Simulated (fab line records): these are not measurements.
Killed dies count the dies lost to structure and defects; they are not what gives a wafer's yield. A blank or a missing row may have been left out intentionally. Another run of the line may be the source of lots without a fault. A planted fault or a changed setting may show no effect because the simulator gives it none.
The tool behind it: which one? | flow sky130 | 21 wafers from 7 lots sampled at 2 of the route's 708 steps

## WHAT EACH GAUGE READ, for each wafer
SKY_NWELL_THK_MEAS_02.
lot  | measured    | on            | NWELL_OXIDATION_THK (nm)
L402 | day 3 03:22 | film-metro-01 | 9.64 9.71 9.70
L404 | day 3 10:35 | film-metro-01 | 9.49 9.52 9.47
L409 | day 4 07:22 | film-metro-01 | 10.07 9.92 9.98
L411 | day 4 16:23 | film-metro-04 | 11.95 12.02 12.08 11.92 11.97 12.09
L415 | day 5 13:19 | film-metro-04 | 10.09 10.04 10.04
L419 | day 6 09:28 | film-metro-01 | 9.91 10.14 9.98
L422 | day 7 02:28 | film-metro-03 | 9.87 9.71 9.91

## EACH LOT AND THE TOOL THAT RAN IT (in order: tool; ch and the chambers of the sampled wafers; start)
lot  | SKY_NWELL_OXIDATION_01
L402 | furnace-01 ch 0, day 3 01:58
L404 | furnace-02 ch 0, day 3 09:11
L409 | furnace-02 ch 0, day 4 05:56
L411 | furnace-02 ch 0, day 4 14:59
L415 | furnace-01 ch 0, day 5 11:56
L419 | furnace-01 ch 0, day 6 08:04
L422 | furnace-01 ch 0, day 7 01:05
- SKY_NWELL_OXIDATION_01: stabilise 600 s, purge 300 s, target thk 10 nm.

## THE ANSWER, worked out from the rows above alone
Rule: what is usual is taken from the lots themselves. Put in order of their means at a reading, lots are off if they are a third of the lots or fewer, leave a main group of 4 or more, and stand apart from it by a gap of 3 or more times the standard deviation of the main group's means; of several such gaps the widest counts. A main group is skipped when, at the precision printed for the reading in the tables above, its means are all equal. Also off: a lot with no number at a reading for which 4 or more lots have one. All remaining lots with rows at the step are treated as sound.
Off: at SKY_NWELL_THK_MEAS_02 (NWELL_OXIDATION_THK), L411. Main group: mean 9.84 nm, sd 0.2.
If a tool, at a process step before that reading, ran all the lots that are off and no sound lot after the first of them, it fits. The gauges at SKY_NWELL_THK_MEAS_02 are tried like those tools. One fits: SKY_NWELL_OXIDATION_01 on furnace-02. Its last sound lot is L409 (day 4 05:56), its first lot that is off L411 (day 4 14:59): a fault that began between those two fits.

## WHAT HAD BEEN PUT IN BY THE SIMULATOR
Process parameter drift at SKY_NWELL_OXIDATION_01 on furnace-02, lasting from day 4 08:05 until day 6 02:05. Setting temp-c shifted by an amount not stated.
Struck lots among those shown: L411. This agrees with what the rule above found.
